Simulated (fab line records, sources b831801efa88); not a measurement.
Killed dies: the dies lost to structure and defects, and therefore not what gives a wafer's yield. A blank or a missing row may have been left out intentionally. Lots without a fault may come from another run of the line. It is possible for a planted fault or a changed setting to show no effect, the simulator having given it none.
Struck lot and sound lot, side by side || flow sky130 || 15 out of 708 route steps
Sound: the wafers L983.2, L983.3, L983.5. Wafers struck: L995.3, L995.4, L995.6. The cause is given at the end.
Order at every step that has rows: each side's tool, ch and its chambers, its first start. Under that, the readings that differ: sound wafers || struck wafers || difference of the means || sigmas: that difference in standard deviations of wafers without a fault.
alike: words and numbers the same on both sides, and readings whose means are apart by under 2 such deviations; not compared: readings that were withheld, readings missing a value for some wafer, numbers with overlapping values and no deviation given by the record, and bounds like >300 which may hide the same value.
The two part at a step that has a row with sigmas, a row that says differs or no value, or rows on one side only. Numbers that don't overlap but have no deviation are shown without sigmas and don't part them. A reading missing from all wafers of one side parts the sides only when that side holds two or more wafers.

first, 3 steps without rows for these wafers: SKY_PASSIVATION_EXPOSE_08 (exposes mask NSM, target cd 3000 nm); SKY_PASSIVATION_PEB_09; SKY_PASSIVATION_DEVELOP_10 (develop time 60 s).
SKY_PASSIVATION_ETCH_11: etches the open film in CF4/O2, stops on AlCu, target depth 725 nm, time 161.1 s.
  sound on rieDiel-03 ch 1,2,3, day 47 17:50; struck on rieDiel-02 ch 0,3, day 50 02:38
  alike: cf4FlowSccm, drypumpMotorCurrentA, oesProductAu, throttleValvePct
  not compared: rfHoursCounterH
SKY_PASSIVATION_STRIP_12: strips in O2/N2.
  sound on plasmaAsher-02 ch 1, day 47 17:57; struck on plasmaAsher-02 ch 0,1, day 50 02:47
  alike: drypumpMotorCurrentA, oesProductAu, stripTimeToEndpointS
  not compared: rfHoursCounterH
then, 7 steps without rows for these wafers: SKY_PAD_OPEN_DEHYDRATE_00 (time 60 s); SKY_PAD_OPEN_HMDS_01 (prime time 60 s); SKY_PAD_OPEN_COAT_02 (resist thk 3000 nm); SKY_PAD_OPEN_SOFTBAKE_03; SKY_PAD_OPEN_EXPOSE_04 (exposes mask PDM, target cd 60000 nm); SKY_PAD_OPEN_PEB_05; SKY_PAD_OPEN_DEVELOP_06 (develop time 60 s).
SKY_PAD_OPEN_ETCH_07: etches the open film in CF4/O2, stops on AlCu, target depth 725 nm, time 161.1 s.
  sound on rieDiel-01 ch 0,1,2, day 48 12:41; struck on rieDiel-02 ch 2,3, day 50 19:16
{"reading": "oesProductAu (a.u.)", "sound": "0.970 0.969 0.979", "struck": "0.849 0.855 0.854", "difference": -0.120, "sigmas": -14}
{"reading": "throttleValvePct (%)", "sound": "5.956 5.968 5.969", "struck": "5.922 5.921 5.922", "difference": -0.043, "sigmas": -5}
{"reading": "model.PAD_OPEN.featureDepthNm (nm)", "sound": "697.7 702.4 699.5", "struck": "545.8 555.3 553.5", "difference": -148.3, "sigmas": ""}
{"reading": "model.etch.depthNm (nm)", "sound": "697.7 702.4 699.5", "struck": "545.8 555.3 553.5", "difference": -148.3, "sigmas": ""}
  alike: cf4FlowSccm, drypumpMotorCurrentA
  not compared: rfHoursCounterH
SKY_PAD_OPEN_STRIP_08: strips in O2/N2.
  sound on plasmaAsher-02 ch 0,1, day 48 12:47; struck on plasmaAsher-04 ch 0,1, day 50 19:25
  alike: drypumpMotorCurrentA, oesProductAu, stripTimeToEndpointS
  not compared: rfHoursCounterH
SKY_PAD_OPEN_PROBE_99:
  sound: prober-01 at day 48 15:04; struck: prober-02 at day 50 21:41
{"reading": "model.etest.tester.sortNPass", "sound": "377 412 411", "struck": "0 0 0", "difference": -400, "sigmas": ""}
{"reading": "model.etest.tester.sortYieldPct (%)", "sound": "76.63 83.74 83.54", "struck": "0 0 0", "difference": -81, "sigmas": ""}
{"reading": "model.etest.tester.sort_bin_5_pct (%)", "sound": "13.62 11.99 9.756", "struck": "92.28 94.31 92.68", "difference": "+81.30", "sigmas": ""}
{"reading": "model.etest.pfet_01v8_mvt.underFloor", "sound": "0 0 0", "struck": "1 1 1", "difference": "+1", "sigmas": ""}
{"reading": "model.etest.resIsoPwell.open", "sound": "0 0 0", "struck": "1 1 1", "difference": "+1", "sigmas": ""}
{"reading": "model.etest.pfet_16v.underFloor", "sound": "0 0 0", "struck": "1 1 1", "difference": "+1", "sigmas": ""}
{"reading": "model.etest.resPwellUnderGate.open", "sound": "0 0 0", "struck": "1 1 1", "difference": "+1", "sigmas": ""}
{"reading": "model.etest.diodePdiffNwellHv.underFloor", "sound": "0 0 0", "struck": "1 1 1", "difference": "+1", "sigmas": ""}
  alike: defectLimitedYield, killed_at_M0_to_M3, killed_at_M4_up, killedAtContacts, killedAtFrontEnd, killedAtOther, killedDies, killedOpen, killedShort

WHERE THEY PART
Only at SKY_PAD_OPEN_ETCH_07, within this record. Later steps at which nothing parts them and some readings are alike: SKY_PAD_OPEN_STRIP_08, SKY_PAD_OPEN_PROBE_99.

WHY: the cause the simulator had injected
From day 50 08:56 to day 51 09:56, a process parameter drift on rieDiel-02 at SKY_PAD_OPEN_ETCH_07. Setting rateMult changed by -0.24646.
